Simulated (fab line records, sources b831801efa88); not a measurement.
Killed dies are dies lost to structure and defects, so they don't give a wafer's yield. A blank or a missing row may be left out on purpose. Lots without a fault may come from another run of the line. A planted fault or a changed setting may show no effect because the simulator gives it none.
fab line records | flow sky130
record lots=5 wafers=15 last_day=49
route steps=708 shown VIA1@458 METAL2@483
lots that met no fault: from a run of the same line without faults
start_h: hours from the record's first day to the start of the lot's first wafer shown | wait_h: hours since the lot's step before | " the same as in the row above | L1.1+2: a row that stands for several wafers | - no value, or no start given | * or withheld: withheld | < > ~ a bound
route shown NAME@n: a module of which the file shows steps, and the number in the route of the first | usual: mean/standard deviation of fault-free wafers | same: alike in all rows | chamber/n: place in a boat | sites: the reading at each site | _std_site: their standard deviation | _edge_site: outer sites' mean less inner sites' | radius_mm: how far each site lies from the wafer's centre | mask NAME#n: copy n | behind: the tool/chamber that last shaped the wafer | hold: why the lot was held/for how many hours/how that ended | device: the transistor (n, p or np) that didn't switch | end of line: the same wafers' tests at the end of the route | a step without rows: its recipe alone | killed: dies lost to structure and defects at the first sort, not the wafer's yield | map: a wafer's dies, x killed, . not, _ none there
set.NAME: the setting as run; set.NAME@STEP: as run at that earlier step | model.NAME: the simulator's own value behind a step, which no gauge read
lots at some steps of the route; a table a step, a row a wafer
services: from which hour (start_h, from the record's first day; less than 0 if before it) a tool's chamber was out of use, for how many hours, and why
## steps
# step SKY_VIA1_HDPCVD_00
# recipe material=SiO2 target_thk_nm=1030 sigma_open_frac=0.3 time_s=171.7 temp_c=400 sih4_flow_sccm=60 pressure_mtorr=6
# columns lot.wafer tool chamber start_h wait_h
L077.1+3+5 hdpcvd-01 1,0,1 789.20 0.0
L078.1+3+6 hdpcvd-02 1,0,2 791.06 0.0
L080.1+3+4 hdpcvd-01 2,0,1 815.48 0.0
L085.1+4+5 hdpcvd-02 2,2,1 846.64 0.0
L093.1+3+4 hdpcvd-01 2,0,0 916.19 0.0
# step SKY_VIA1_THK_MEAS_01
# recipe reads=SiO2_of_VIA1_HDPCVD_00
# usual VIA1_HDPCVD_THK=1036/14
# columns lot.wafer tool chamber start_h wait_h VIA1_HDPCVD_THK[nm]
L077.1 film_metro-02 - 789.32 0.1 1059
L077.3 " - " " 1064
L077.5 " - " " 1067
L078.1 film_metro-01 - 791.18 0.1 1023
L078.3 " - " " 1026
L078.6 " - " " 1048
L080.1 film_metro-03 - 815.59 0.1 1065
L080.3 " - " " 1053
L080.4 " - " " 1057
L085.1 film_metro-03 - 846.75 0.1 1029
L085.4 " - " " 1032
L085.5 " - " " 1023
L093.1 film_metro-03 - 916.30 0.1 1054
L093.3 " - " " 1022
L093.4 " - " " 1041
# step SKY_VIA1_CMP_02
# recipe material=SiO2 down_force_psi=4 platen_rpm=60 pad_velocity_m_s=0.94248
# usual motor_current_A=11.9/1 retaining_ring_pressure_frac=1.000/0.0048
# columns lot.wafer tool chamber start_h wait_h motor_current_A retaining_ring_pressure_frac
L077.3 cmp-02 2 789.43 0.1 10.8 1.003
L077.1 " 3 " " 11.2 1.002
L077.5 " 1 " " 12.5 1.000
L078.1 cmp-01 0 791.29 0.1 12.0 1.002
L078.3 " 1 " " 10.7 1.000
L078.6 " 3 " " 13.7 1.003
L080.3 cmp-02 3 815.65 0.0 10.8 0.999
L080.4 " 0 " " 11.7 0.999
L080.1 " 2 " " 11.2 1.004
L085.1 cmp-01 1 846.81 0.1 10.5 1.005
L085.4 " 2 " " 12.3 0.992
L085.5 " 1 " " 10.9 1.005
L093.3 cmp-02 1 916.36 0.0 12.4 0.998
L093.4 " 2 " " 11.4 1.002
L093.1 " 0 " " 11.8 1.005
# step SKY_VIA1_BOW_MEAS_03
# recipe mode=bow
# usual VIA1_BOW=80/7.1
# columns lot.wafer tool chamber start_h wait_h VIA1_BOW[um]
L077.1 film_metro-03 - 789.68 0.1 73
L077.3 " - " " 84
L077.5 " - " " 73
L078.1 film_metro-01 - 791.54 0.2 93
L078.3 " - " " 86
L078.6 " - " " 81
L080.1 film_metro-03 - 815.95 0.1 92
L080.3 " - " " 77
L080.4 " - " " 84
L085.1 film_metro-01 - 847.11 0.2 78
L085.4 " - " " 65
L085.5 " - " " 76
L093.1 film_metro-03 - 916.66 0.1 79
L093.3 " - " " 84
L093.4 " - " " 79
# step SKY_VIA1_DEHYDRATE_04
# recipe temp_c=200 time_s=60
# columns lot.wafer tool chamber start_h wait_h
L077.1+3+5 litho_track-04 0 802.39 12.7
L078.1+3+6 litho_track-03 0 803.47 11.9
L080.1+3+4 litho_track-03 0 828.37 12.4
L085.1+4+5 litho_track-03 0 858.92 11.8
L093.1+3+4 litho_track-03 0 928.77 12.1
# step SKY_VIA1_HMDS_05
# recipe prime_time_s=60 prime_temp_c=120
# columns lot.wafer tool chamber start_h wait_h
L077.1+3+5 litho_track-04 0 802.54 0.1
L078.1+3+6 litho_track-03 0 803.62 0.1
L080.1+3+4 litho_track-03 0 828.52 0.1
L085.1+4+5 litho_track-03 0 859.07 0.1
L093.1+3+4 litho_track-03 0 928.92 0.1
# step SKY_VIA1_COAT_06
# recipe resist=BARC temp_c=withheld time_s=withheld spin_rpm=3000 resist_thk_nm=60
# columns lot.wafer tool chamber start_h wait_h
L077.1+3+5 litho_track-04 0 802.69 0.1
L078.1+3+6 litho_track-03 0 803.77 0.1
L080.1+3+4 litho_track-03 0 828.67 0.1
L085.1+4+5 litho_track-03 0 859.22 0.1
L093.1+3+4 litho_track-03 0 929.07 0.1
# step SKY_VIA1_COAT_07
# recipe resist=KrF-thick spin_rpm=3000 resist_thk_nm=450
# columns lot.wafer tool chamber start_h wait_h
L077.1+3+5 litho_track-04 0 - -
L078.1+3+6 litho_track-03 0 - -
L080.1+3+4 litho_track-03 0 - -
L085.1+4+5 litho_track-03 0 - -
L093.1+3+4 litho_track-03 0 - -
# step SKY_VIA1_SOFTBAKE_08
# recipe temp_c=100 time_s=90 resist=KrF-thick
# columns lot.wafer tool chamber start_h wait_h
L077.1+3+5 litho_track-04 0 - -
L078.1+3+6 litho_track-03 0 - -
L080.1+3+4 litho_track-03 0 - -
L085.1+4+5 litho_track-03 0 - -
L093.1+3+4 litho_track-03 0 - -
# step SKY_VIA1_EXPOSE_09
# recipe mask_id=VIM na=0.8 source_shape=annular sigma_inner=0.55 sigma_outer=0.85 target_cd_nm=150 dose_mj=38
# columns lot.wafer tool chamber start_h wait_h mask
L077.1+3+5 krf_scanner-02 0 - - VIM#0
L078.1+3+6 krf_scanner-01 0 - - VIM#0
L080.1+3+4 krf_scanner-02 0 - - VIM#0
L085.1+4+5 krf_scanner-02 0 - - VIM#0
L093.1+3+4 krf_scanner-01 0 - - VIM#0
# step SKY_VIA1_PEB_10
# recipe peb_temp_c=withheld peb_time_s=withheld resist=KrF-thick
# columns lot.wafer tool chamber start_h wait_h
L077.1+3+5 litho_track-03 0 - -
L078.1+3+6 litho_track-04 0 - -
L080.1+3+4 litho_track-04 0 - -
L085.1+4+5 litho_track-03 0 - -
L093.1+3+4 litho_track-04 0 - -
# step SKY_VIA1_DEVELOP_11
# recipe develop_time_s=60 resist=KrF-thick dev_temp_c=21
# columns lot.wafer tool chamber start_h wait_h
L077.1+3+5 litho_track-03 0 - -
L078.1+3+6 litho_track-04 0 - -
L080.1+3+4 litho_track-04 0 - -
L085.1+4+5 litho_track-03 0 - -
L093.1+3+4 litho_track-04 0 - -
# step SKY_VIA1_CD_MEAS_12
# recipe target_cd_nm=150
# usual cd_nm=149.6/1.7
# columns lot.wafer tool chamber start_h wait_h cd_nm
L077.1 cd_sem-02 - 816.02 - 151.2
L077.3 " - " " 151.6
L077.5 " - " " 149.0
L078.1 cd_sem-02 - 817.24 - 148.4
L078.3 " - " " 149.1
L078.6 " - " " 149.5
L080.1 cd_sem-01 - 842.39 - 150.2
L080.3 " - " " 150.6
L080.4 " - " " 149.4
L085.1 cd_sem-01 - 872.07 - 148.8
L085.4 " - " " 149.3
L085.5 " - " " 148.0
L093.1 cd_sem-01 - 941.79 - 151.6
L093.3 " - " " 151.9
L093.4 " - " " 151.9
# step SKY_VIA1_OVL_MEAS_13
# usual VIA1_OVL=1/5.6
# columns lot.wafer tool chamber start_h wait_h VIA1_OVL[nm]
L077.1 overlay-02 - 816.14 0.1 3
L077.3 " - " " -5
L077.5 " - " " 0
L078.1 overlay-01 - 817.36 0.1 -6
L078.3 " - " " -6
L078.6 " - " " -6
L080.1 overlay-02 - 842.51 0.1 5
L080.3 " - " " 3
L080.4 " - " " 6
L085.1 overlay-02 - 872.19 0.1 3
L085.4 " - " " 0
L085.5 " - " " -3
L093.1 overlay-02 - 941.91 0.1 4
L093.3 " - " " 3
L093.4 " - " " 7
# step SKY_VIA1_ETCH_14
# recipe chemistry=N2/H2 target=BARC ion_energy_ev=200 source_w=500 bias_w=100 pressure_mtorr=30 n2_flow_sccm=100 h2_flow_sccm=200 stop_on=SiO2 time_s=45.9 target_depth_a=600
# usual drypump_motor_current_A=5.6/0.35 n2_flow_sccm=100.0/0.32 oes_product_au=0.855/0.0041 throttle_valve_pct=13.225/0.0086
# columns lot.wafer tool chamber start_h wait_h drypump_motor_current_A n2_flow_sccm oes_product_au rf_hours_counter_h throttle_valve_pct
L077.1 rie_diel-02 1 816.18 0.0 5.9 100.1 0.857 10 13.231
L077.3 " 0 " " 5.1 100.0 0.851 15 13.234
L077.5 " 1 " " 5.8 100.1 0.859 - 13.222
L078.1 rie_diel-04 2 817.40 0.0 5.5 99.7 0.852 13 13.229
L078.3 " 3 " " 5.5 99.8 0.857 3 13.229
L078.6 " 1 " " 5.5 99.9 0.858 - 13.233
L080.1 rie_diel-01 2 842.55 0.0 5.4 100.1 0.856 12 13.237
L080.3 " 1 " " 5.7 99.7 0.858 0 13.215
L080.4 " 0 " " 5.8 99.5 0.851 6 13.236
L085.1 rie_diel-02 0 872.23 0.0 5.1 100.0 0.856 17 13.235
L085.4 " 1 " " 5.9 100.0 0.857 12 13.218
L085.5 " 2 " " 5.7 99.9 0.854 - 13.228
L093.1 rie_diel-02 0 941.95 0.0 5.1 100.2 0.848 19 13.214
L093.3 " 3 " " 5.5 100.2 0.856 10 13.221
L093.4 " 2 " " 5.7 99.3 0.851 10 13.230
# step SKY_VIA1_ETCH_15
# recipe target=SiO2 chemistry=C4F8/O2/Ar target_depth_nm=351 stop_on=TiN mask_material=KrF-thick source_w=1500 bias_w=1200 pressure_mtorr=40 c4f8_flow_sccm=withheld O2_flow_sccm=6 Ar_flow_sccm=300 time_s=54
# usual oes_product_au=0.983/0.0061
# columns lot.wafer tool chamber start_h wait_h oes_product_au rf_hours_counter_h
L077.1 rie_diel-02 1 816.22 0.0 0.974 10
L077.3 " 0 " " 0.984 15
L077.5 " 1 " " 0.984 -
L078.1 rie_diel-04 2 817.44 0.0 0.991 13
L078.3 " 3 " " 0.981 3
L078.6 " 1 " " 0.983 -
L080.1 rie_diel-01 2 842.59 0.0 0.976 12
L080.3 " 1 " " 0.985 0
L080.4 " 0 " " 0.984 6
L085.1 rie_diel-02 0 872.27 0.0 0.985 17
L085.4 " 1 " " 0.980 12
L085.5 " 2 " " 0.985 -
L093.1 rie_diel-02 0 941.99 0.0 0.988 19
L093.3 " 3 " " 0.996 10
L093.4 " 2 " " 0.983 10
# step SKY_VIA1_STRIP_16
# recipe chemistry=O2/N2 power_w=1400 pressure_mtorr=1500 platen_temp_c=withheld o2_flow_sccm=3000 n2_flow_sccm=300 overash_fraction=0.5
# usual drypump_motor_current_A=5.81/0.3 n2_flow_sccm=300.0/1 oes_product_au=0.415/0.0047 strip_time_to_endpoint_s=4.447/0.027
# columns lot.wafer tool chamber start_h wait_h drypump_motor_current_A n2_flow_sccm oes_product_au rf_hours_counter_h strip_time_to_endpoint_s
L077.1 plasma_asher-01 0 816.27 0.0 6.09 299.7 0.412 70 4.420
L077.3 " 0 " " 6.10 297.0 0.425 - 4.483
L077.5 " 0 " " 6.13 299.1 0.419 - 4.407
L078.1 plasma_asher-03 0 817.49 0.0 5.98 300.4 0.415 7 4.464
L078.3 " 1 " " 5.46 299.2 0.410 - 4.469
L078.6 " 0 " " 5.96 301.1 0.409 - 4.422
L080.1 plasma_asher-01 1 842.64 0.0 5.55 299.0 0.420 72 4.457
L080.3 " 1 " " 5.55 298.8 0.404 - 4.422
L080.4 " 0 " " 6.07 298.8 0.426 - 4.454
L085.1 plasma_asher-04 1 872.32 0.0 5.51 300.7 0.414 42 4.462
L085.4 " 0 " " 6.16 300.8 0.414 - 4.421
L085.5 " 0 " " 6.17 300.1 0.421 - 4.436
L093.1 plasma_asher-01 1 942.04 0.0 5.56 300.2 0.414 82 4.460
L093.3 " 0 " " 6.11 299.1 0.419 - 4.417
L093.4 " 1 " " 5.56 299.4 0.418 - 4.437
# step SKY_VIA1_STRIP_17
# recipe chemistry=post_etch_residue_remover time_s=1200 temp_c=72.5
# columns lot.wafer tool chamber start_h wait_h
L077.1+3+5 wet_bench-01 0 816.37 0.1
L078.1+3+6 wet_bench-04 1 817.59 0.1
L080.1+3+4 wet_bench-04 3 842.74 0.1
L085.1+4+5 wet_bench-01 3 872.42 0.1
L093.1+3+4 wet_bench-04 3 942.14 0.1
# step SKY_VIA1_CLEAN_18
# recipe chemistry=IPA time_s=180 temp_c=25
# columns lot.wafer tool chamber start_h wait_h
L077.1+3+5 wet_bench-04 0 816.71 0.0
L078.1+3+6 wet_bench-01 2 817.93 0.0
L080.1+3+4 wet_bench-01 2 843.11 0.0
L085.1+4+5 wet_bench-04 3 872.79 0.0
L093.1+3+4 wet_bench-01 0 942.48 0.0
# step SKY_VIA1_CLEAN_19
# recipe chemistry=O3/DIW dry=n2_spin
# columns lot.wafer tool chamber start_h wait_h
L077.1+3+5 wet_bench-01 2 816.77 0.0
L078.1+3+6 wet_bench-04 2 817.99 0.0
L080.1+3+4 wet_bench-04 0 843.17 0.0
L085.1+4+5 wet_bench-01 3 872.85 0.0
L093.1+3+4 wet_bench-02 1 942.54 0.0
# step SKY_VIA1_SPUTTER_20
# recipe material=TiN target_thk_nm=20 chamber_pressure_pa=5 power_w=4000 time_s=80
# usual throttle_valve_pct=29.8/1.2
# columns lot.wafer tool chamber start_h wait_h throttle_valve_pct
L077.1 pvd_sputter-03 - 816.86 0.0 28.9
L077.3 " - " " 31.8
L077.5 " - " " 29.0
L078.1 pvd_sputter-04 - 818.08 0.0 29.5
L078.3 " - " " 30.0
L078.6 " - " " 30.0
L080.1 pvd_sputter-04 - 843.26 0.0 30.0
L080.3 " - " " 27.2
L080.4 " - " " 30.4
L085.1 pvd_sputter-01 - 872.94 0.0 29.6
L085.4 " - " " 31.1
L085.5 " - " " 31.2
L093.1 pvd_sputter-01 - 942.64 0.0 29.4
L093.3 " - " " 31.3
L093.4 " - " " 31.2
# step SKY_VIA1_CVD_21
# recipe material=W target_thk_nm=270 time_s=80.902 temp_c=400 pressure_torr=40
# usual heater_power_outer_w=516/44 heater_power_w=867/67
# columns lot.wafer tool chamber start_h wait_h heater_power_outer_w heater_power_w since_wet_clean_h
L077.1 cvd_w-01 1 816.92 0.0 539 884 413
L077.3 " 1 " " 546 911 -
L077.5 " 0 " " 467 842 -
L078.1 cvd_w-02 1 818.14 0.0 619 991 914
L078.3 " 0 " " 502 779 -
L078.6 " 0 " " 500 767 -
L080.1 cvd_w-02 0 843.32 0.0 490 783 939
L080.3 " 0 " " 487 761 -
L080.4 " 1 " " 598 986 -
L085.1 cvd_w-01 0 873.00 0.0 472 866 469
L085.4 " 0 " " 473 841 -
L085.5 " 0 " " 477 843 -
L093.1 cvd_w-02 0 942.70 0.0 464 761 25
L093.3 " 0 " " 468 755 -
L093.4 " 1 " " 543 871 -
# step SKY_VIA1_RS_MEAS_22
# recipe thk_meas_gauge=four-point-probe reads=W_of_VIA1_CVD_21+TiN_of_VIA1_SPUTTER_20
# usual VIA1_W_RS=0.428/0.0062
# columns lot.wafer tool chamber start_h wait_h VIA1_W_RS[ohm/sq]
L077.1 film_metro-01 - 817.01 0.1 0.420
L077.3 " - " " 0.420
L077.5 " - " " 0.432
L078.1 film_metro-03 - 818.23 0.1 0.436
L078.3 " - " " 0.428
L078.6 " - " " 0.426
L080.1 film_metro-03 - 843.41 0.1 0.424
L080.3 " - " " 0.423
L080.4 " - " " 0.435
L085.1 film_metro-01 - 873.09 0.1 0.424
L085.4 " - " " 0.426
L085.5 " - " " 0.430
L093.1 film_metro-01 - 942.79 0.1 0.428
L093.3 " - " " 0.427
L093.4 " - " " 0.435
# step SKY_VIA1_THK_MEAS_23
# recipe thk_meas_gauge=xrf reads=W_of_VIA1_CVD_21
# usual VIA1_W_THK=262/4.5
# columns lot.wafer tool chamber start_h wait_h VIA1_W_THK[nm]
L077.1 film_metro-01 - 817.13 0.1 268
L077.3 " - " " 272
L077.5 " - " " 259
L078.1 film_metro-03 - 818.35 0.1 259
L078.3 " - " " 263
L078.6 " - " " 266
L080.1 film_metro-03 - 843.53 0.1 261
L080.3 " - " " 261
L080.4 " - " " 255
L085.1 film_metro-01 - 873.21 0.1 267
L085.4 " - " " 265
L085.5 " - " " 263
L093.1 film_metro-01 - 942.91 0.1 261
L093.3 " - " " 261
L093.4 " - " " 256
# step SKY_VIA1_CMP_24
# recipe stop_on=SiO2 t_overpolish_s=15 down_force_psi=3.5 platen_rpm=60 target_thk_nm=0 pad_velocity_m_s=0.94248
# usual motor_current_A=10.9/0.95 overpolish_run_s=15.000/0.0094 retaining_ring_pressure_frac=1.000/0.0056 time_to_endpoint_s=65/4
# columns lot.wafer tool chamber start_h wait_h motor_current_A overpolish_run_s retaining_ring_pressure_frac time_to_endpoint_s
L077.3 cmp-01 0 817.19 0.0 10.3 14.989 1.000 70
L077.1 " 1 " " 9.5 14.987 0.996 62
L077.5 " 1 " " 9.8 14.993 1.001 60
L078.1 cmp-02 2 818.51 0.1 11.0 14.996 1.002 70
L078.3 " 3 " " 10.4 14.992 1.008 65
L078.6 " 0 " " 11.2 14.999 1.005 65
L080.4 cmp-02 3 843.59 0.0 10.2 15.011 1.001 64
L080.1 " 0 " " 11.0 14.994 0.993 67
L080.3 " 1 " " 12.1 15.001 0.993 68
L085.1 cmp-01 0 873.37 0.1 11.4 14.984 0.986 73
L085.4 " 1 " " 9.6 15.005 0.997 64
L085.5 " 3 " " 12.3 14.997 1.006 63
L093.4 cmp-01 0 942.97 0.0 11.6 15.011 1.001 69
L093.1 " 2 " " 11.0 14.997 0.995 58
L093.3 " 3 " " 12.6 14.988 0.993 59
# step SKY_METAL2_SPUTTER_00
# recipe material=Ti target_thk_nm=15 power_w=3000 time_s=10 chamber_pressure_pa=0.4
# usual throttle_valve_pct=30.5/1.3
# columns lot.wafer tool chamber start_h wait_h throttle_valve_pct
L077.1 pvd_sputter-02 - 817.49 0.2 33.3
L077.3 " - " " 30.8
L077.5 " - " " 30.7
L078.1 pvd_sputter-01 - 818.71 0.1 29.5
L078.3 " - " " 31.1
L078.6 " - " " 29.4
L080.1 pvd_sputter-02 - 843.89 0.2 30.4
L080.3 " - " " 31.0
L080.4 " - " " 33.4
L085.1 pvd_sputter-01 - 873.57 0.1 31.2
L085.4 " - " " 29.3
L085.5 " - " " 29.5
L093.1 pvd_sputter-01 - 943.27 0.1 30.1
L093.3 " - " " 29.3
L093.4 " - " " 31.0
# step SKY_METAL2_SPUTTER_01
# recipe material=TiN target_thk_nm=20 power_w=6500 time_s=16.7 chamber_pressure_pa=0.4
# usual throttle_valve_pct=30.6/1.3
# columns lot.wafer tool chamber start_h wait_h throttle_valve_pct
L077.1 pvd_sputter-02 - 817.51 0.0 33.4
L077.3 " - " " 31.0
L077.5 " - " " 30.2
L078.1 pvd_sputter-01 - 818.73 0.0 29.6
L078.3 " - " " 31.4
L078.6 " - " " 29.6
L080.1 pvd_sputter-02 - 843.92 0.0 30.2
L080.3 " - " " 31.0
L080.4 " - " " 33.2
L085.1 pvd_sputter-01 - 873.59 0.0 31.4
L085.4 " - " " 29.5
L085.5 " - " " 29.1
L093.1 pvd_sputter-01 - 943.29 0.0 29.9
L093.3 " - " " 29.4
L093.4 " - " " 30.8
# step SKY_METAL2_SPUTTER_02
# recipe material=AlCu target_thk_nm=250 power_w=10600 time_s=13.3 chamber_pressure_pa=0.4
# usual throttle_valve_pct=30.6/1.3
# columns lot.wafer tool chamber start_h wait_h throttle_valve_pct
L077.1 pvd_sputter-02 - 817.54 0.0 33.6
L077.3 " - " " 30.6
L077.5 " - " " 30.2
L078.1 pvd_sputter-01 - 818.76 0.0 29.5
L078.3 " - " " 31.3
L078.6 " - " " 29.3
L080.1 pvd_sputter-02 - 843.95 0.0 30.3
L080.3 " - " " 30.8
L080.4 " - " " 33.2
L085.1 pvd_sputter-01 - 873.62 0.0 31.2
L085.4 " - " " 29.5
L085.5 " - " " 29.4
L093.1 pvd_sputter-01 - 943.32 0.0 29.9
L093.3 " - " " 29.3
L093.4 " - " " 31.1
# step SKY_METAL2_SPUTTER_03
# recipe material=Ti target_thk_nm=5 power_w=3000 time_s=3.3 chamber_pressure_pa=0.4
# usual throttle_valve_pct=30.6/1.3
# columns lot.wafer tool chamber start_h wait_h throttle_valve_pct
L077.1 pvd_sputter-02 - 817.56 0.0 33.3
L077.3 " - " " 30.9
L077.5 " - " " 30.3
L078.1 pvd_sputter-01 - 818.78 0.0 29.3
L078.3 " - " " 31.2
L078.6 " - " " 29.5
L080.1 pvd_sputter-02 - 843.97 0.0 30.5
L080.3 " - " " 30.7
L080.4 " - " " 33.5
L085.1 pvd_sputter-01 - 873.64 0.0 31.0
L085.4 " - " " 29.5
L085.5 " - " " 29.6
L093.1 pvd_sputter-01 - 943.34 0.0 29.6
L093.3 " - " " 29.5
L093.4 " - " " 31.1
# step SKY_METAL2_SPUTTER_04
# recipe material=TiN target_thk_nm=70 power_w=6500 time_s=58.3 chamber_pressure_pa=0.4
# usual throttle_valve_pct=30.5/1.3
# columns lot.wafer tool chamber start_h wait_h throttle_valve_pct
L077.1 pvd_sputter-02 - 817.58 0.0 33.6
L077.3 " - " " 30.9
L077.5 " - " " 30.1
L078.1 pvd_sputter-01 - 818.80 0.0 29.4
L078.3 " - " " 30.9
L078.6 " - " " 29.6
L080.1 pvd_sputter-02 - 843.99 0.0 30.2
L080.3 " - " " 30.9
L080.4 " - " " 33.4
L085.1 pvd_sputter-01 - 873.66 0.0 31.1
L085.4 " - " " 29.4
L085.5 " - " " 29.3
L093.1 pvd_sputter-01 - 943.36 0.0 30.1
L093.3 " - " " 29.4
L093.4 " - " " 30.8
# step SKY_METAL2_RS_MEAS_05
# recipe thk_meas_gauge=four-point-probe reads=TiN_of_METAL2_SPUTTER_04+Ti_of_METAL2_SPUTTER_03+AlCu_of_METAL2_SPUTTER_02+TiN_of_METAL2_SPUTTER_01+Ti_of_METAL2_SPUTTER_00
# usual METAL2_ALCU_RS=0.1268/0.0021
# columns lot.wafer tool chamber start_h wait_h METAL2_ALCU_RS[ohm/sq]
L077.1 film_metro-02 - 817.63 0.0 0.1287
L077.3 " - " " 0.1274
L077.5 " - " " 0.1274
L078.1 film_metro-04 - 818.85 0.0 0.1232
L078.3 " - " " 0.1236
L078.6 " - " " 0.1235
L080.1 film_metro-01 - 844.05 0.0 0.1300
L080.3 " - " " 0.1296
L080.4 " - " " 0.1303
L085.1 film_metro-02 - 873.71 0.0 0.1266
L085.4 " - " " 0.1260
L085.5 " - " " 0.1255
L093.1 film_metro-04 - 943.41 0.0 0.1234
L093.3 " - " " 0.1249
L093.4 " - " " 0.1248
# step SKY_METAL2_THK_MEAS_06
# recipe thk_meas_gauge=xrf reads=AlCu_of_METAL2_SPUTTER_02
# usual METAL2_ALCU_THK=251/4.4
# columns lot.wafer tool chamber start_h wait_h METAL2_ALCU_THK[nm]
L077.1 film_metro-02 - 817.75 0.1 250
L077.3 " - " " 249
L077.5 " - " " 254
L078.1 film_metro-04 - 818.97 0.1 259
L078.3 " - " " 259
L078.6 " - " " 259
L080.1 film_metro-01 - 844.17 0.1 242
L080.3 " - " " 247
L080.4 " - " " 247
L085.1 film_metro-02 - 873.83 0.1 252
L085.4 " - " " 253
L085.5 " - " " 254
L093.1 film_metro-04 - 943.53 0.1 257
L093.3 " - " " 253
L093.4 " - " " 254
# step SKY_METAL2_DEHYDRATE_07
# recipe temp_c=200 time_s=60
# columns lot.wafer tool chamber start_h wait_h
L077.1+3+5 litho_track-03 0 830.42 12.7
L078.1+3+6 litho_track-03 0 831.22 12.2
L080.1+3+4 litho_track-04 0 856.04 11.9
L085.1+4+5 litho_track-01 0 885.82 12.0
L093.1+3+4 litho_track-01 0 955.68 12.1
# step SKY_METAL2_HMDS_08
# recipe prime_time_s=60 prime_temp_c=120
# columns lot.wafer tool chamber start_h wait_h
L077.1+3+5 litho_track-03 0 830.57 0.1
L078.1+3+6 litho_track-03 0 831.37 0.1
L080.1+3+4 litho_track-04 0 856.19 0.1
L085.1+4+5 litho_track-01 0 885.97 0.1
L093.1+3+4 litho_track-01 0 955.83 0.1
# step SKY_METAL2_COAT_09
# recipe resist=BARC temp_c=withheld time_s=withheld spin_rpm=3000 resist_thk_nm=60
# columns lot.wafer tool chamber start_h wait_h
L077.1+3+5 litho_track-03 0 830.72 0.1
L078.1+3+6 litho_track-03 0 831.52 0.1
L080.1+3+4 litho_track-04 0 856.34 0.1
L085.1+4+5 litho_track-01 0 886.12 0.1
L093.1+3+4 litho_track-01 0 955.98 0.1
# step SKY_METAL2_COAT_10
# recipe resist=KrF-thick spin_rpm=3000 resist_thk_nm=450
# columns lot.wafer tool chamber start_h wait_h
L077.1+3+5 litho_track-03 0 - -
L078.1+3+6 litho_track-03 0 - -
L080.1+3+4 litho_track-04 0 - -
L085.1+4+5 litho_track-01 0 - -
L093.1+3+4 litho_track-01 0 - -
# step SKY_METAL2_SOFTBAKE_11
# recipe temp_c=100 time_s=90 resist=KrF-thick
# columns lot.wafer tool chamber start_h wait_h
L077.1+3+5 litho_track-03 0 - -
L078.1+3+6 litho_track-03 0 - -
L080.1+3+4 litho_track-04 0 - -
L085.1+4+5 litho_track-01 0 - -
L093.1+3+4 litho_track-01 0 - -
# step SKY_METAL2_EXPOSE_12
# recipe mask_id=MM2 na=0.8 source_shape=annular sigma_inner=0.55 sigma_outer=0.85 target_cd_nm=140 dose_mj=28
# columns lot.wafer tool chamber start_h wait_h mask
L077.1+3+5 krf_scanner-02 0 - - MM2#0
L078.1+3+6 krf_scanner-01 0 - - MM2#0
L080.1+3+4 krf_scanner-01 0 - - MM2#0
L085.1+4+5 krf_scanner-02 0 - - MM2#0
L093.1+3+4 krf_scanner-02 0 - - MM2#0
# step SKY_METAL2_PEB_13
# recipe peb_temp_c=withheld peb_time_s=withheld resist=KrF-thick
# columns lot.wafer tool chamber start_h wait_h
L077.1+3+5 litho_track-04 0 - -
L078.1+3+6 litho_track-04 0 - -
L080.1+3+4 litho_track-01 0 - -
L085.1+4+5 litho_track-01 0 - -
L093.1+3+4 litho_track-01 0 - -
# step SKY_METAL2_DEVELOP_14
# recipe develop_time_s=60 resist=KrF-thick dev_temp_c=21
# columns lot.wafer tool chamber start_h wait_h
L077.1+3+5 litho_track-04 0 - -
L078.1+3+6 litho_track-04 0 - -
L080.1+3+4 litho_track-01 0 - -
L085.1+4+5 litho_track-01 0 - -
L093.1+3+4 litho_track-01 0 - -
# step SKY_METAL2_CD_MEAS_15
# recipe target_cd_nm=140
# usual cd_nm=140.2/1.6
# columns lot.wafer tool chamber start_h wait_h cd_nm
L077.1 cd_sem-01 - 843.94 - 139.7
L077.3 " - " " 138.1
L077.5 " - " " 139.2
L078.1 cd_sem-01 - 844.59 - 142.1
L078.3 " - " " 141.7
L078.6 " - " " 142.6
L080.1 cd_sem-02 - 869.97 - 144.4
L080.3 " - " " 142.3
L080.4 " - " " 143.4
L085.1 cd_sem-02 - 899.47 - 139.6
L085.4 " - " " 139.5
L085.5 " - " " 139.9
L093.1 cd_sem-02 - 968.18 - 141.9
L093.3 " - " " 141.9
L093.4 " - " " 141.9
# step SKY_METAL2_OVL_MEAS_16
# usual METAL2_OVL=-2/6.9
# columns lot.wafer tool chamber start_h wait_h METAL2_OVL[nm]
L077.1 overlay-02 - 844.06 0.1 -13
L077.3 " - " " -15
L077.5 " - " " -10
L078.1 overlay-01 - 844.71 0.1 -5
L078.3 " - " " 0
L078.6 " - " " 5
L080.1 overlay-02 - 870.09 0.1 3
L080.3 " - " " 8
L080.4 " - " " 0
L085.1 overlay-02 - 899.59 0.1 -5
L085.4 " - " " -2
L085.5 " - " " -4
L093.1 overlay-02 - 968.30 0.1 3
L093.3 " - " " 5
L093.4 " - " " 9
## services
# columns tool chamber start_h hours kind
rie_diel-02 2 772.10 6.1 repair
cmp-02 - 783.71 2.2 repair
rie_diel-02 1 795.33 4.6 repair
krf_scanner-02 - 796.60 3.6 pm
krf_scanner-02 - 801.09 1.3 pm
pvd_sputter-02 - 802.46 1.1 repair
pvd_sputter-02 - 803.03 1.2 repair
pvd_sputter-02 - 811.89 4.4 repair
cmp-01 - 818.35 1.9 repair
cmp-01 - 827.37 4.3 pm
cmp-01 - 835.05 2.0 repair
krf_scanner-01 - 840.38 3.6 pm
pvd_sputter-01 - 841.57 7.9 repair
krf_scanner-01 - 848.40 3.5 repair
krf_scanner-02 - 863.69 1.0 pm
cmp-01 - 866.99 0.9 repair
rie_diel-02 3 878.51 9.8 repair
krf_scanner-02 - 887.11 0.8 pm
rie_diel-02 0 894.33 1.9 repair
rie_diel-02 0 896.53 8.9 repair
cmp-01 - 912.00 4.0 pm
cmp-02 - 935.41 8.7 pm
pvd_sputter-02 - 935.83 12.5 repair
cmp-01 - 964.35 4.0 repair
## key
fault none
